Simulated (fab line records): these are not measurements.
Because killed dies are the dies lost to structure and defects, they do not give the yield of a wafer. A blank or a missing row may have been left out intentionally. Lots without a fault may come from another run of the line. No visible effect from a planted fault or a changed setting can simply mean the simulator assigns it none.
Which tool is to blame? | flow sky130 | 42 wafers from 14 lots sampled at 4 of the route's 708 steps

## WHAT EACH GAUGE READ, for each wafer
SKY_FIELD_ISO_CD_MEAS_13 targets a cd of 150 nm. Usual: 150.0 nm for cd nm, sd 1.7.
lot  | measured    | on        | cd nm (nm)        | flag
L353 | day 2 12:30 | cd sem-02 | 147.8 149.0 148.3 |
L354 | day 2 15:33 | cd sem-01 | 152.1 151.0 152.6 |
L355 | day 2 19:08 | cd sem-02 | 149.4 149.2 148.8 |
L359 | day 3 17:11 | cd sem-01 | 147.1 148.6 147.1 |
L360 | day 3 22:42 | cd sem-02 | 149.9 149.8 148.6 |
L361 | day 4 02:47 | cd sem-02 | 150.2 151.1 151.6 |
L363 | day 4 12:41 | cd sem-02 | 149.9 152.3 151.5 |
L365 | day 5 01:48 | cd sem-02 | 150.1 150.9 151.1 |
L366 | day 5 04:43 | cd sem-01 | 149.5 149.2 149.3 |
L367 | day 5 10:20 | cd sem-02 | 146.9 149.8 147.1 |
L368 | day 5 16:18 | cd sem-01 | 150.7 149.8 150.6 |
L370 | day 6 03:20 | cd sem-01 | 151.5 149.0 150.8 |
L373 | day 6 18:50 | cd sem-01 | 152.3 152.5 152.7 |
L375 | day 7 05:11 | cd sem-01 | 147.7 147.6 147.5 |

SKY_SD_P_OVL_MEAS_08. Usual: SD_P_OVL gives 0.8 nm (standard deviation 1.3).
lot  | measured     | on         | SD_P_OVL (nm)  | flag
L353 | day 26 04:46 | overlay-01 | -0.2 -0.3 0.6  |
L354 | day 26 04:52 | overlay-02 | 0.5 1.7 1.0    |
L355 | day 26 09:42 | overlay-02 | 1.6 0.1 0.2    |
L359 | day 28 02:03 | overlay-02 | -2.7 0.0 -1.0  |
L360 | day 28 10:22 | overlay-01 | 2.1 1.0 2.0    |
L361 | day 28 17:54 | overlay-01 | -0.1 1.8 0.7   |
L363 | day 29 08:55 | overlay-02 | 1.7 0.3 -0.1   |
L365 | day 30 06:43 | overlay-02 | 0.6 2.3 1.3    |
L366 | day 30 07:01 | overlay-01 | 0.3 0.2 0.8    |
L367 | day 30 14:18 | overlay-02 | 1.4 2.0 2.1    |
L368 | day 30 23:55 | overlay-01 | 0.5 -0.4 0.8   |
L370 | day 31 20:03 | overlay-02 | -0.5 -1.8 -1.1 |
L373 | day 33 06:46 | overlay-01 | 1.1 0.4 2.4    |
L375 | day 34 00:58 | overlay-02 | 2.2 2.9 2.3    |

SKY_METAL1_THK_MEAS_06: measures by xrf. Usual: METAL1_ALCU_THK gives 247.3 nm (standard deviation 2.8).
lot  | measured     | on            | METAL1_ALCU_THK (nm) | flag
L353 | day 32 09:24 | film metro-01 | 247.8 247.4 248.1    |
L354 | day 32 09:49 | film metro-01 | 246.2 245.9 247.6    |
L355 | day 32 12:50 | film metro-04 | 247.2 250.5 247.3    |
L359 | day 34 01:39 | film metro-02 | 250.9 253.1 251.9    |
L360 | day 34 10:13 | film metro-04 | 246.6 246.0 246.9    |
L361 | day 34 16:41 | film metro-02 | 250.4 243.4 247.6    |
L363 | day 35 05:30 | film metro-04 | 243.9 244.8 246.0    |
L365 | day 36 02:20 | film metro-01 | 245.3 241.3 243.3    |
L366 | day 36 03:25 | film metro-01 | 244.6 252.7 247.0    |
L367 | day 36 09:20 | film metro-01 | 245.0 244.7 244.0    |
L368 | day 36 18:58 | film metro-01 | 245.8 247.0 243.8    |
L370 | day 37 13:54 | film metro-04 | 248.4 246.2 244.8    |
L373 | day 38 22:14 | film metro-01 | 247.5 243.9 244.3    |
L375 | day 39 15:35 | film metro-02 | 249.4 247.5 245.5    |

## WHAT TOOL EACH LOT RAN ON (gives the tool, then ch and the chambers of the sampled wafers, and finally the start)
lot  | SKY_SONOS_TUNNEL_CLEAN_13
L353 | wet bench-02 ch 0, day 11 19:34
L354 | wet bench-03 ch 2, day 12 00:01
L355 | wet bench-04 ch 0, day 12 08:19
L359 | wet bench-02 ch 2, day 13 15:58
L360 | wet bench-02 ch 3, day 14 00:37
L361 | wet bench-02 ch 1, day 14 09:58
L363 | wet bench-04 ch 0, day 15 02:19
L365 | wet bench-02 ch 1, day 15 17:40
L366 | wet bench-02 ch 3, day 15 23:31
L367 | wet bench-02 ch 2, day 16 08:59
L368 | wet bench-03 ch 3, day 16 16:22
L370 | wet bench-03 ch 0, day 17 13:40
L373 | wet bench-04 ch 1, day 18 08:46
L375 | wet bench-03 ch 3, day 20 07:53
- SKY_SONOS_TUNNEL_CLEAN_13: cleans in dHF, time 20 s.

## WHAT THE TOOLS THEMSELVES READ (means of the sampled wafers that have a number; where no wafer has one, the mark that the record gives instead)
SKY_SONOS_TUNNEL_CLEAN_13. Usual: 48.1 s for run length s, sd 2.2.
lot  | tool         | run length s (s) | flag
L353 | wet bench-02 | 50.8             |
L354 | wet bench-03 | 47.2             |
L355 | wet bench-04 | 46.4             |
L359 | wet bench-02 | 46.5             |
L360 | wet bench-02 | 46.2             |
L361 | wet bench-02 | 46.3             |
L363 | wet bench-04 | 51.2             |
L365 | wet bench-02 | 47.9             |
L366 | wet bench-02 | 46.3             |
L367 | wet bench-02 | -                | OFF
L368 | wet bench-03 | -                | OFF
L370 | wet bench-03 | 47.7             |
L373 | wet bench-04 | 47.3             |
L375 | wet bench-03 | 46.7             |

## THE ANSWER, worked out from the rows above alone
Rule: a lot is off if the mean of its wafers that have a number lies more than 3 standard deviations from the usual mean. Also off: a lot with no number at a reading for which 4 or more lots have one. Where the step has rows for the other lots, those lots are counted as sound. Order of review: gauges by route order, followed by the tools' own readings, for which a lot's mean as printed above is used. The first step at which some lot is off is used, and at that step the reading that is off furthest; a lot without a number counts as furthest.
Off: L367, L368, at SKY_SONOS_TUNNEL_CLEAN_13 (run length s). Without a number there: L367, L368.
A tool fits if, at that step or a process step before it, it ran every lot that is off, and no sound lot after the first of them. None of those tried fits.

## WHAT WAS PUT IN BY THE SIMULATOR
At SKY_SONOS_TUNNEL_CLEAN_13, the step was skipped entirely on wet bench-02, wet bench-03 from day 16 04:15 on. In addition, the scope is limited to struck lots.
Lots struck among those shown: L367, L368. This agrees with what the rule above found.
